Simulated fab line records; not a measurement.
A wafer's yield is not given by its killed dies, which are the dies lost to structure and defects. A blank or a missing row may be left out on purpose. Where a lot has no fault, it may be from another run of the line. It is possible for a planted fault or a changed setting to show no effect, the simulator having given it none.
Which tool was responsible? || flow gf180mcu || 12 lots, 36 wafers sampled, at 3 steps of a route of 602

WHAT EACH GAUGE READ, for each wafer
GF_M5_OVL_MEAS_08. Usual: M5_OVL gives -1 nm (standard deviation 5.5).
{"lot": "L835", "measured": "day 27 23:40", "on": "overlay-02", "M5_OVL (nm)": "-1 -4 0", "flag": ""}
{"lot": "L834", "measured": "day 28 06:28", "on": "overlay-02", "M5_OVL (nm)": "9 17 10", "flag": ""}
{"lot": "L836", "measured": "day 28 10:35", "on": "overlay-01", "M5_OVL (nm)": "0 -5 2", "flag": ""}
{"lot": "L837", "measured": "day 28 15:19", "on": "overlay-01", "M5_OVL (nm)": "-4 0 -4", "flag": ""}
{"lot": "L838", "measured": "day 29 05:19", "on": "overlay-01", "M5_OVL (nm)": "3 -1 -1", "flag": ""}
{"lot": "L839", "measured": "day 29 21:43", "on": "overlay-02", "M5_OVL (nm)": "6 3 10", "flag": ""}
{"lot": "L842", "measured": "day 30 00:50", "on": "overlay-01", "M5_OVL (nm)": "2 -3 -6", "flag": ""}
{"lot": "L841", "measured": "day 30 02:20", "on": "overlay-01", "M5_OVL (nm)": "1 4 -1", "flag": ""}
{"lot": "L844", "measured": "day 30 16:46", "on": "overlay-01", "M5_OVL (nm)": "-8 -2 -1", "flag": ""}
{"lot": "L850", "measured": "day 32 12:47", "on": "overlay-02", "M5_OVL (nm)": "0 -4 -2", "flag": ""}
{"lot": "L852", "measured": "day 32 17:55", "on": "overlay-01", "M5_OVL (nm)": "2 9 1", "flag": ""}
{"lot": "L854", "measured": "day 33 05:11", "on": "overlay-02", "M5_OVL (nm)": "3 1 4", "flag": ""}

GF_V5_CD_MEAS_14: target cd 260 nm. Usual: cd_nm 259.8 nm, standard deviation 1.3.
{"lot": "L835", "measured": "day 28 21:34", "on": "cd_sem-01", "cd_nm (nm)": "259.5 260.2 258.9", "flag": ""}
{"lot": "L834", "measured": "day 29 04:15", "on": "cd_sem-02", "cd_nm (nm)": "259.3 259.8 258.2", "flag": ""}
{"lot": "L836", "measured": "day 29 07:43", "on": "cd_sem-02", "cd_nm (nm)": "260.1 259.7 259.4", "flag": ""}
{"lot": "L837", "measured": "day 29 12:37", "on": "cd_sem-01", "cd_nm (nm)": "260.1 261.0 260.1", "flag": ""}
{"lot": "L838", "measured": "day 30 01:16", "on": "cd_sem-02", "cd_nm (nm)": "258.1 258.1 258.3", "flag": ""}
{"lot": "L839", "measured": "day 30 17:52", "on": "cd_sem-01", "cd_nm (nm)": "259.3 259.3 258.5", "flag": ""}
{"lot": "L842", "measured": "day 30 20:55", "on": "cd_sem-01", "cd_nm (nm)": "259.9 260.2 260.7", "flag": ""}
{"lot": "L841", "measured": "day 30 22:43", "on": "cd_sem-01", "cd_nm (nm)": "258.7 258.7 259.2", "flag": ""}
{"lot": "L844", "measured": "day 31 11:33", "on": "cd_sem-01", "cd_nm (nm)": "259.3 259.1 259.2", "flag": ""}
{"lot": "L850", "measured": "day 33 06:37", "on": "cd_sem-01", "cd_nm (nm)": "260.6 262.0 261.3", "flag": ""}
{"lot": "L852", "measured": "day 33 11:56", "on": "cd_sem-01", "cd_nm (nm)": "258.4 258.8 258.8", "flag": ""}
{"lot": "L854", "measured": "day 33 22:35", "on": "cd_sem-01", "cd_nm (nm)": "258.8 258.6 259.2", "flag": ""}

WHAT TOOL EACH LOT RAN ON (gives the tool, then ch and the chambers of the sampled wafers, and finally the start)
{"lot": "L835", "GF_MIM_SPUTTER_04": "pvd_sputter-02, day 26 05:05"}
{"lot": "L834", "GF_MIM_SPUTTER_04": "pvd_sputter-01, day 26 11:30"}
{"lot": "L836", "GF_MIM_SPUTTER_04": "pvd_sputter-02, day 26 15:39"}
{"lot": "L837", "GF_MIM_SPUTTER_04": "pvd_sputter-03, day 26 21:33"}
{"lot": "L838", "GF_MIM_SPUTTER_04": "pvd_sputter-02, day 27 11:21"}
{"lot": "L839", "GF_MIM_SPUTTER_04": "pvd_sputter-01, day 28 06:40"}
{"lot": "L842", "GF_MIM_SPUTTER_04": "pvd_sputter-03, day 28 09:20"}
{"lot": "L841", "GF_MIM_SPUTTER_04": "pvd_sputter-03, day 28 10:38"}
{"lot": "L844", "GF_MIM_SPUTTER_04": "pvd_sputter-02, day 29 02:12"}
{"lot": "L850", "GF_MIM_SPUTTER_04": "pvd_sputter-03, day 30 23:15"}
{"lot": "L852", "GF_MIM_SPUTTER_04": "pvd_sputter-02, day 31 05:43"}
{"lot": "L854", "GF_MIM_SPUTTER_04": "pvd_sputter-01, day 31 18:16"}
- GF_MIM_SPUTTER_04: material TiN, target thk 50 nm, time 41.7 s.

WHAT THE TOOLS THEMSELVES READ (means of the sampled wafers that have a number; where no wafer has one, the mark that the record gives instead)
GF_MIM_SPUTTER_04. Usual: throttle_valve_pct 30.5 %, standard deviation 1.4.
{"lot": "L835", "tool": "pvd_sputter-02", "throttle_valve_pct (%)": 30.4, "flag": ""}
{"lot": "L834", "tool": "pvd_sputter-01", "throttle_valve_pct (%)": 29.3, "flag": ""}
{"lot": "L836", "tool": "pvd_sputter-02", "throttle_valve_pct (%)": 30.0, "flag": ""}
{"lot": "L837", "tool": "pvd_sputter-03", "throttle_valve_pct (%)": 30.1, "flag": ""}
{"lot": "L838", "tool": "pvd_sputter-02", "throttle_valve_pct (%)": 31.2, "flag": ""}
{"lot": "L839", "tool": "pvd_sputter-01", "throttle_valve_pct (%)": 30.0, "flag": ""}
{"lot": "L842", "tool": "pvd_sputter-03", "throttle_valve_pct (%)": 32.7, "flag": ""}
{"lot": "L841", "tool": "pvd_sputter-03", "throttle_valve_pct (%)": 30.7, "flag": ""}
{"lot": "L844", "tool": "pvd_sputter-02", "throttle_valve_pct (%)": 30.5, "flag": ""}
{"lot": "L850", "tool": "pvd_sputter-03", "throttle_valve_pct (%)": 31.2, "flag": ""}
{"lot": "L852", "tool": "pvd_sputter-02", "throttle_valve_pct (%)": 29.8, "flag": ""}
{"lot": "L854", "tool": "pvd_sputter-01", "throttle_valve_pct (%)": 29.3, "flag": ""}

THE ANSWER, worked out from the rows above alone
Rule: take the mean of a lot's wafers that have a number; if it is more than 3 standard deviations from the usual mean, the lot is off. Also off: a lot with no number at a reading for which 4 or more lots have one. All remaining lots with rows at the step are treated as sound. First the gauges in route order, then the tools' own readings, where a lot's mean is used as printed above. At the first step where some lot is off, the reading lying furthest off is the one used; lots without a number count as furthest.
No lot is off at any reading shown: from this, nothing can be told.

WHAT WAS PUT IN BY THE SIMULATOR
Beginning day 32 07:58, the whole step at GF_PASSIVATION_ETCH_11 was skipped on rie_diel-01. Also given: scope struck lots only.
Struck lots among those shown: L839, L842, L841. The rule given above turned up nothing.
